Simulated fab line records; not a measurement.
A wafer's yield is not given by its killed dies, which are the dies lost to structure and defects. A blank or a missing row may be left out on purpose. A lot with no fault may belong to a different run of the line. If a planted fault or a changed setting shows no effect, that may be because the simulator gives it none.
fab line records	flow sky130
record: lots: 12	wafers: 36	last-day: 50
route steps=708 shown FIELD_ISO@3 PWDE@53 GATE_OXIDE@197
lots untouched by any fault: they come from a run of this same line in which no faults occurred
start-h: start of the lot's first displayed wafer, in hours after the record's first day	wait-h: how many hours have passed since the lot's step before this one	" as in the row above	L1.1+2: several wafers, shown together as one row	- value missing, or start not given	* or withheld: withheld	< > ~ a bound
route shown NAME@n: NAME is a module with steps in the file, n the number in the route of the first one	usual: mean and standard deviation over wafers with no fault	same: alike in all rows	chamber/n: place in a boat	sites: the reading at each site	_std_site: how widely they spread, as a standard deviation	_edge_site: outer sites' mean less inner sites'	radius-mm: for every site, how far away it sits from the centre of the wafer	mask NAME#n: copy n	behind: the last tool/chamber to shape the wafer	hold: the reason the lot was held/the length of the hold in hours/how it ended	device: which transistor (n, p or np) failed to switch	end of line: at the end of the route, the tests of the same wafers	step lacking rows: just its recipe	killed: count of dies lost to structure and defects at first sort (not the wafer's yield)	map: shows each die of a wafer: x if killed, . if not, _ if none is there
set.NAME: the setting that was run; set.NAME@STEP: the one run at that earlier step	model.NAME: the simulator's own value behind a step, which no gauge read
a sample of lots followed through the steps of the route, with each step as a table and each wafer as a row
services: from which hour (start-h, from the record's first day; less than 0 if before it) a tool's chamber was out of use, for how many hours, and why
== steps ==
step: SKY_FIELD_ISO_THK_MEAS_02
recipe: reads: SiO2_of_FIELD_ISO_OXIDATION_01
usual: FIELD_ISO_OXIDATION_00_THK: 11.96/0.22
lot.wafer	tool	chamber	start-h	wait-h	FIELD_ISO_OXIDATION_00_THK[nm]
L287.2	film-metro-01	-	12.11	0.0	12.05
L287.3	"	-	"	"	12.21
L287.6	"	-	"	"	12.27
L288.1	film-metro-02	-	17.61	0.0	12.04
L288.3	"	-	"	"	12.09
L288.4	"	-	"	"	11.95
L289.1	film-metro-03	-	22.45	0.0	11.69
L289.2	"	-	"	"	11.73
L289.5	"	-	"	"	11.68
L291.1	film-metro-02	-	33.10	0.0	12.02
L291.2	"	-	"	"	12.17
L291.5	"	-	"	"	12.15
L292.1	film-metro-02	-	37.65	0.0	12.09
L292.2	"	-	"	"	12.02
L292.5	"	-	"	"	11.96
L293.1	film-metro-03	-	42.64	0.0	12.19
L293.4	"	-	"	"	12.24
L293.6	"	-	"	"	12.31
L296.1	film-metro-03	-	62.05	0.0	11.75
L296.3	"	-	"	"	11.85
L296.5	"	-	"	"	11.54
L299.1	film-metro-03	-	73.44	0.0	12.16
L299.2	"	-	"	"	12.05
L299.3	"	-	"	"	12.01
L301.1	film-metro-01	-	81.63	0.0	11.58
L301.2	"	-	"	"	11.62
L301.4	"	-	"	"	11.65
L302.1	film-metro-02	-	88.88	0.0	12.12
L302.2	"	-	"	"	11.65
L302.4	"	-	"	"	11.91
L308.1	film-metro-03	-	116.63	0.0	11.97
L308.3	"	-	"	"	12.19
L308.5	"	-	"	"	12.08
L310.1	film-metro-01	-	128.15	0.0	11.92
L310.3	"	-	"	"	11.98
L310.4	"	-	"	"	11.85
step: SKY_FIELD_ISO_CMP_27
recipe: stop-on: Si3N4	t-overpolish-s: 16	down-force-psi: 4	platen-rpm: 60	target-thk-nm: 457.8	pad-velocity-m-s: 0.94248
usual: motor-current-A: 11.5/0.78	overpolish-run-s: 16.001/0.0089	platen-rpm: 60.00/0.04	time-to-endpoint-s: 110/4.1
lot.wafer	tool	chamber	start-h	wait-h	motor-current-A	overpolish-run-s	platen-rpm	time-to-endpoint-s
L287.2	cmp-02	2	34.60	0.0	10.3	16.020	59.99	111
L287.3	"	1	"	"	11.2	15.997	60.00	115
L287.6	"	2	"	"	10.7	16.007	60.03	111
L288.4	cmp-01	2	39.88	0.0	11.6	15.996	60.00	114
L288.1	"	3	"	"	11.7	16.007	59.97	114
L288.3	"	0	"	"	11.5	15.996	59.98	116
L289.2	cmp-01	2	46.95	0.8	11.0	16.002	60.02	117
L289.1	"	0	"	"	11.4	16.000	60.06	120
L289.5	"	3	"	"	12.0	16.002	60.02	120
L291.1	cmp-02	1	64.45	0.1	11.2	16.019	59.98	110
L291.2	"	2	"	"	10.7	16.012	59.96	109
L291.5	"	2	"	"	9.8	16.007	60.05	109
L292.2	cmp-02	3	64.80	0.4	11.6	15.999	60.02	107
L292.1	"	0	"	"	12.1	16.001	60.02	103
L292.5	"	2	"	"	10.1	16.001	60.06	107
L293.4	cmp-01	1	68.89	0.0	12.7	16.003	60.04	117
L293.1	"	3	"	"	12.1	16.003	59.99	115
L293.6	"	1	"	"	12.8	15.995	60.03	119
L296.1	cmp-01	3	85.89	0.1	12.1	15.986	60.05	110
L296.3	"	1	"	"	12.5	16.001	60.02	111
L296.5	"	3	"	"	11.5	16.008	60.02	110
L299.1	cmp-01	0	96.50	0.0	11.7	16.011	60.03	111
L299.2	"	2	"	"	11.0	15.996	60.01	109
L299.3	"	3	"	"	12.6	15.994	60.02	112
L301.2	cmp-01	0	106.61	0.0	11.8	16.008	59.96	115
L301.1	"	2	"	"	10.9	15.990	60.01	117
L301.4	"	3	"	"	11.9	16.009	59.97	117
L302.4	cmp-02	2	112.64	0.1	10.7	16.005	60.00	112
L302.1	"	3	"	"	11.6	16.003	59.99	110
L302.2	"	0	"	"	12.6	15.993	60.02	106
L308.3	cmp-01	2	141.25	0.0	11.3	15.987	60.00	104
L308.1	"	0	"	"	11.6	15.981	59.99	113
L308.5	"	3	"	"	12.3	15.986	60.07	109
L310.1	cmp-02	0	156.47	0.2	12.3	15.989	59.92	104
L310.3	"	2	"	"	10.1	16.000	60.01	108
L310.4	"	3	"	"	11.2	15.993	60.05	109
step: SKY_PWDE_IMPLANT_08
recipe: species: B	energy-kev: 150	dose-cm2: 3.6e+12	tilt-deg: withheld
usual: dose-ions-cm2: 3.6e+12/4.1e+09	faraday-current-uA: 20.3/0.39
lot.wafer	tool	chamber	start-h	wait-h	dose-ions-cm2	faraday-current-uA
L287.2	implanter-02	0	68.70	0.0	3.596e+12	19.8
L287.3	"	0	"	"	3.606e+12	20.4
L287.6	"	0	"	"	3.597e+12	20.7
L288.1	implanter-04	0	74.95	0.0	3.598e+12	20.3
L288.3	"	0	"	"	3.597e+12	20.1
L288.4	"	0	"	"	3.602e+12	20.1
L289.1	implanter-03	0	80.91	0.0	3.602e+12	20.0
L289.2	"	0	"	"	3.599e+12	20.3
L289.5	"	0	"	"	3.602e+12	19.6
L292.1	implanter-03	0	101.92	0.0	3.6e+12	20.6
L292.2	"	0	"	"	3.598e+12	20.0
L292.5	"	0	"	"	3.605e+12	20.1
L291.1	implanter-04	0	102.06	0.0	3.601e+12	20.3
L291.2	"	0	"	"	3.597e+12	19.9
L291.5	"	0	"	"	3.602e+12	20.4
L293.1	implanter-04	0	106.00	0.0	3.596e+12	20.0
L293.4	"	0	"	"	3.593e+12	19.7
L293.6	"	0	"	"	3.59e+12	21.0
L296.1	implanter-04	0	126.40	0.0	3.607e+12	20.4
L296.3	"	0	"	"	3.603e+12	20.4
L296.5	"	0	"	"	3.606e+12	20.7
L299.1	implanter-03	0	135.46	0.0	2.942e+12	16.1
L299.2	"	0	"	"	2.939e+12	16.6
L299.3	"	0	"	"	2.935e+12	17.0
L301.1	implanter-03	0	147.35	0.0	2.935e+12	17.0
L301.2	"	0	"	"	2.941e+12	16.2
L301.4	"	0	"	"	2.935e+12	16.5
L302.1	implanter-04	0	151.85	0.0	3.595e+12	20.1
L302.2	"	0	"	"	3.593e+12	19.9
L302.4	"	0	"	"	3.593e+12	20.2
L308.1	implanter-02	0	184.35	0.0	3.599e+12	20.0
L308.3	"	0	"	"	3.601e+12	20.5
L308.5	"	0	"	"	3.601e+12	20.0
L310.1	implanter-02	0	201.42	0.0	3.599e+12	20.2
L310.3	"	0	"	"	3.594e+12	20.4
L310.4	"	0	"	"	3.603e+12	20.5
step: SKY_PWDE_TW_MEAS_10
usual: PWDE_TW: 372.6/2.8
lot.wafer	tool	chamber	start-h	wait-h	PWDE_TW
L287.2	film-metro-01	-	68.93	0.1	370.3
L287.3	"	-	"	"	370.1
L287.6	"	-	"	"	372.1
L288.1	film-metro-01	-	75.20	0.1	370.8
L288.3	"	-	"	"	370.8
L288.4	"	-	"	"	367.5
L289.1	film-metro-02	-	81.16	0.1	374.9
L289.2	"	-	"	"	376.1
L289.5	"	-	"	"	376.0
L292.1	film-metro-04	-	102.17	0.1	372.7
L292.2	"	-	"	"	373.9
L292.5	"	-	"	"	371.0
L291.1	film-metro-01	-	102.31	0.1	370.3
L291.2	"	-	"	"	369.5
L291.5	"	-	"	"	371.9
L293.1	film-metro-02	-	106.25	0.1	378.2
L293.4	"	-	"	"	378.1
L293.6	"	-	"	"	374.9
L296.1	film-metro-02	-	126.65	0.1	378.5
L296.3	"	-	"	"	380.2
L296.5	"	-	"	"	379.8
L299.1	film-metro-04	-	135.71	0.1	349.2
L299.2	"	-	"	"	347.8
L299.3	"	-	"	"	348.7
L301.1	film-metro-04	-	147.60	0.1	347.8
L301.2	"	-	"	"	348.6
L301.4	"	-	"	"	346.0
L302.1	film-metro-01	-	152.10	0.1	371.2
L302.2	"	-	"	"	370.9
L302.4	"	-	"	"	371.3
L308.1	film-metro-01	-	184.68	0.1	370.4
L308.3	"	-	"	"	373.1
L308.5	"	-	"	"	372.9
L310.1	film-metro-02	-	201.67	0.1	379.4
L310.3	"	-	"	"	377.1
L310.4	"	-	"	"	378.5
step: SKY_NWELL_RS_MEAS_31
recipe: thk-meas-gauge: four-point-probe
usual: PWDE_RS: 5277/15
lot.wafer	tool	chamber	start-h	wait-h	PWDE_RS[ohm/sq]
L287.2	film-metro-01	-	103.36	0.1	5274
L287.3	"	-	"	"	5278
L287.6	"	-	"	"	5278
L288.1	film-metro-04	-	110.78	0.1	5268
L288.3	"	-	"	"	5277
L288.4	"	-	"	"	5258
L289.1	film-metro-01	-	116.85	0.1	5288
L289.2	"	-	"	"	5276
L289.5	"	-	"	"	5274
L292.1	film-metro-02	-	138.97	0.1	5280
L292.2	"	-	"	"	5303
L292.5	"	-	"	"	5294
L291.1	film-metro-04	-	140.35	0.1	5266
L291.2	"	-	"	"	5269
L291.5	"	-	"	"	5264
L293.1	film-metro-02	-	144.46	0.1	5304
L293.4	"	-	"	"	5284
L293.6	"	-	"	"	5304
L296.1	film-metro-02	-	167.18	0.1	5289
L296.3	"	-	"	"	5274
L296.5	"	-	"	"	5273
L299.1	film-metro-02	-	175.51	0.1	6259
L299.2	"	-	"	"	6218
L299.3	"	-	"	"	6254
L301.1	film-metro-02	-	189.37	0.1	6210
L301.2	"	-	"	"	6225
L301.4	"	-	"	"	6219
L302.1	film-metro-01	-	193.94	0.1	5296
L302.2	"	-	"	"	5316
L302.4	"	-	"	"	5298
L308.1	film-metro-01	-	228.50	0.1	5261
L308.3	"	-	"	"	5246
L308.5	"	-	"	"	5268
L310.1	film-metro-01	-	246.97	0.1	5288
L310.3	"	-	"	"	5286
L310.4	"	-	"	"	5264
step: SKY_GATE_OXIDE_OVL_MEAS_10
usual: GATE_OXIDE_OVL: 0.1/1.6
lot.wafer	tool	chamber	start-h	wait-h	GATE_OXIDE_OVL[nm]
L287.2	overlay-02	-	304.72	0.1	-0.2
L287.3	"	-	"	"	1.0
L287.6	"	-	"	"	0.7
L288.1	overlay-01	-	314.10	0.1	-1.9
L288.3	"	-	"	"	-3.0
L288.4	"	-	"	"	-2.8
L289.1	overlay-02	-	319.84	0.1	3.0
L289.2	"	-	"	"	1.9
L289.5	"	-	"	"	2.5
L292.1	overlay-01	-	355.15	0.1	-1.6
L292.2	"	-	"	"	-1.3
L292.5	"	-	"	"	-0.7
L291.1	overlay-01	-	357.37	0.1	-0.4
L291.2	"	-	"	"	0.1
L291.5	"	-	"	"	-1.8
L293.1	overlay-02	-	391.10	0.1	2.9
L293.4	"	-	"	"	3.5
L293.6	"	-	"	"	2.7
L296.1	overlay-01	-	399.44	0.1	-0.6
L296.3	"	-	"	"	-0.6
L296.5	"	-	"	"	-2.8
L299.1	overlay-01	-	402.70	0.1	-1.4
L299.2	"	-	"	"	-0.4
L299.3	"	-	"	"	-0.9
L301.1	overlay-02	-	429.14	0.1	-0.9
L301.2	"	-	"	"	-0.9
L301.4	"	-	"	"	0.5
L302.1	overlay-01	-	434.85	0.1	-2.0
L302.2	"	-	"	"	-2.5
L302.4	"	-	"	"	-0.3
L308.1	overlay-02	-	478.42	0.1	1.1
L308.3	"	-	"	"	0.0
L308.5	"	-	"	"	2.5
L310.1	overlay-01	-	518.77	0.1	2.4
L310.3	"	-	"	"	3.3
L310.4	"	-	"	"	3.3
== services ==
tool	chamber	start-h	hours	kind
cmp-01	-	42.29	4.1	repair
cmp-02	-	43.04	3.6	repair
cmp-01	-	48.19	2.8	repair
cmp-01	-	64.06	4.0	pm
implanter-03	-	64.57	4.3	pm
cmp-01	-	68.06	-	consumable-replace:conditioner
cmp-01	-	68.06	-	consumable-replace:pad
cmp-02	-	105.71	0.6	repair
cmp-01	-	108.04	3.3	repair
cmp-01	-	117.97	2.4	repair
implanter-02	-	131.16	6.6	pm
cmp-02	-	141.76	2.9	pm
cmp-01	-	151.64	10.4	pm
implanter-02	-	156.80	1.1	repair
implanter-02	-	175.75	8.5	pm
cmp-02	-	188.25	2.5	repair
== key ==
first-sign: step: SKY_PWDE_IMPLANT_08	reading: dose-ions-cm2	direction: down	sigmas: 99+	usual: *	struck: *
effect: step: SKY_PWDE_IMPLANT_08	reading: faraday-current-uA	direction: down	sigmas: 9.7	usual: 20.3	struck: 16.6
effect: step: SKY_PWDE_TW_MEAS_10	reading: PWDE_TW	direction: down	sigmas: 8.9	usual: 372.6	struck: 348.0
effect: step: SKY_NWELL_RS_MEAS_31	reading: PWDE_RS	direction: up	sigmas: 62	usual: 5277	struck: 6231
met-at SKY_PWDE_IMPLANT_08
struck-lots L299,L301
tester-left-out L299,L301
not-acting-at SKY_FIELD_ISO_THK_MEAS_02,SKY_FIELD_ISO_CMP_27,SKY_GATE_OXIDE_OVL_MEAS_10
onset-between 101.92 135.46
fault: kind: process-parameter-drift	tool: implanter-03	chamber: -	onset-h: 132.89	steps: SKY_PWDE_IMPLANT_08	channel: dose-cm2	offset: *	shape: step	end-h: 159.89	acts-in: *	stated: *
tester-left-out: of these lots the tester's yield and bins aren't shown, on N5 and GAA mostly nor the transistor test; their killed dies are dies lost to structure and defects alone, not to doping, threshold or leakage, so they don't give the yield
